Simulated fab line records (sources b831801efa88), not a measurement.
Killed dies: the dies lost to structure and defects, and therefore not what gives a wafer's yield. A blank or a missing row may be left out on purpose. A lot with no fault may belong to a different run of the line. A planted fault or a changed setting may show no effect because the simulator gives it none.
A struck lot beside a sound one	flow sfq-line	18 steps out of a route of 325
Sound: the wafers L545.1, L545.2, L545.3. Struck: wafers L551.3, L551.4, L551.6. The cause is named last.
Order at every step that has rows: each side's tool, ch and its chambers, its first start. Under that, the readings that differ: sound wafers	struck wafers	difference of the means	sigmas: that difference in standard deviations of wafers without a fault.
alike: words and numbers the same on both sides, and readings whose means are apart by under 2 such deviations; not compared: readings that were withheld, readings missing a value for some wafer, numbers with overlapping values and no deviation given by the record, and bounds like >300 which may hide the same value.
A row with sigmas, a row that says differs or no value, or rows on one side alone: a step with any of these is where the two part. When numbers do not overlap yet have no deviation, they are printed without sigmas and do not part them. A reading that every wafer of one side lacks parts them only if that side has two wafers or more.

first, 2 steps without rows for these wafers: SFQ_TRILAYER_R5_LITHO_PEB_139 (peb time 60 s); SFQ_TRILAYER_R5_LITHO_DEVELOP_138 (time 60 s).
SFQ_R5_OVL_MEAS_935:
  sound on overlay-01 at day 50 22:39; struck on overlay-01 at day 55 05:16
reading	sound	struck	difference	sigmas
R5_OVL (nm)	-8 -1 -4	8 5 15	+14	+2
SFQ_TRILAYER_R5_BARC_OPEN_METAL_ETCH_177: etches BARC in O2, target depth 125 nm, time 41.7 s.
  sound on rie-metal-04 ch 0,1, day 50 22:41; struck on rie-metal-03 ch 0,1, day 55 05:19
  alike: drypump-motor-current-A, oes-product-au
  not compared: rf-hours-counter-h
SFQ_TRILAYER_R5_ETCH_METAL_ETCH_139: etches the open film in Cl2, stops on SiO2, target depth 60 nm, time 40 s.
  sound on rie-metal-04 ch 0,1, day 50 22:45; struck on rie-metal-03 ch 0,1, day 55 05:23
  alike: drypump-motor-current-A, oes-product-au
  not compared: rf-hours-counter-h
SFQ_TRILAYER_R5_STRIP_STRIP_140: strips in O2.
  sound on rie-metal-04 ch 0,1, day 50 22:48; struck on rie-metal-03 ch 0,1, day 55 05:37
  alike: drypump-motor-current-A, oes-product-au, platen-temp-c
  not compared: rf-hours-counter-h
then, 1 step without rows for these wafers: SFQ_TRILAYER_R5_STRIP_SOLV_CLEAN_141 (cleans in NMP, time 600 s).
SFQ_TRILAYER_A5C_DEP_PECVD_142: deposits SiO2 from SiH4/N2O, time 15.556 s, target thk 70 nm.
  sound on pecvd-01 ch 0,1,2, day 50 23:35; struck on pecvd-01 ch 0,2, day 55 06:11
  alike: heater-power-w, throttle-valve-pct
then, 4 steps without rows for these wafers: SFQ_TRILAYER_I5_LITHO_COAT_149 (resist thk 62 nm); SFQ_TRILAYER_I5_LITHO_COAT_144 (resist thk 650 nm); SFQ_TRILAYER_I5_LITHO_SOFTBAKE_148; SFQ_TRILAYER_I5_LITHO_EXPOSE_145 (exposes mask I5, target cd 700 nm).
-- the record jumps here: 3 days lie between the struck wafers' starts before and after --
SFQ_TRILAYER_I5_LITHO_PEB_147: peb time 60 s.
  sound on litho-track-02 ch 0, day 55 10:50; struck on litho-track-02 ch 0, day 58 03:47
reading	sound	struck	difference	sigmas
heater-power-total-W (W)	79.15 79.25 79.15	86.04 86.23 86.20	+6.97	+99 or more
  alike: resist-line-temp-C
then, 1 step without rows for these wafers: SFQ_TRILAYER_I5_LITHO_DEVELOP_146 (time 60 s).
SFQ_I5_OVL_MEAS_936:
  sound on overlay-02 at day 55 11:08; struck on overlay-02 at day 58 04:03
reading	sound	struck	difference	sigmas
I5_OVL (nm)	-10 -11 -3	0 7 7	+13	+2
SFQ_TRILAYER_I5_BARC_OPEN_VIA_ETCH_200: etches BARC in O2, target depth 125 nm, time 41.7 s.
  sound on rie-diel-01 ch 0,2,3, day 55 11:10; struck on rie-diel-01 ch 1,2,3, day 58 04:04
reading	sound	struck	difference	sigmas
model.I5.cd-nm (nm)	701.4 698.6 698.8	661.8 660.9 661.4	-38.2	
  alike: drypump-motor-current-A, oes-product-au
  not compared: rf-hours-counter-h
SFQ_TRILAYER_I5_ETCH_VIA_ETCH_147: etches the open film in CHF3, stops on Nb, target depth 360 nm.
  sound on rie-diel-01 ch 0,2,3, day 55 11:13; struck on rie-diel-01 ch 1,2,3, day 58 04:07
reading	sound	struck	difference	sigmas
model.I5.cd-nm (nm)	701.5 697.1 698.1	667 660.5 662.8	-35	
  alike: drypump-motor-current-A, oes-product-au
SFQ_TRILAYER_I5_STRIP_STRIP_148: strips in O2.
  sound on rie-metal-01 ch 0,1, day 55 11:22; struck on rie-metal-03 ch 0,1, day 58 04:28
  alike: drypump-motor-current-A, oes-product-au, platen-temp-c
  not compared: rf-hours-counter-h

== WHERE THEY PART ==
Last at SFQ_I5_OVL_MEAS_936 as far as this record goes, first at SFQ_R5_OVL_MEAS_935. Later steps at which nothing parts them and some readings are alike: SFQ_TRILAYER_I5_BARC_OPEN_VIA_ETCH_200, SFQ_TRILAYER_I5_ETCH_VIA_ETCH_147, SFQ_TRILAYER_I5_STRIP_STRIP_148.

WHY: whatever the simulator had introduced
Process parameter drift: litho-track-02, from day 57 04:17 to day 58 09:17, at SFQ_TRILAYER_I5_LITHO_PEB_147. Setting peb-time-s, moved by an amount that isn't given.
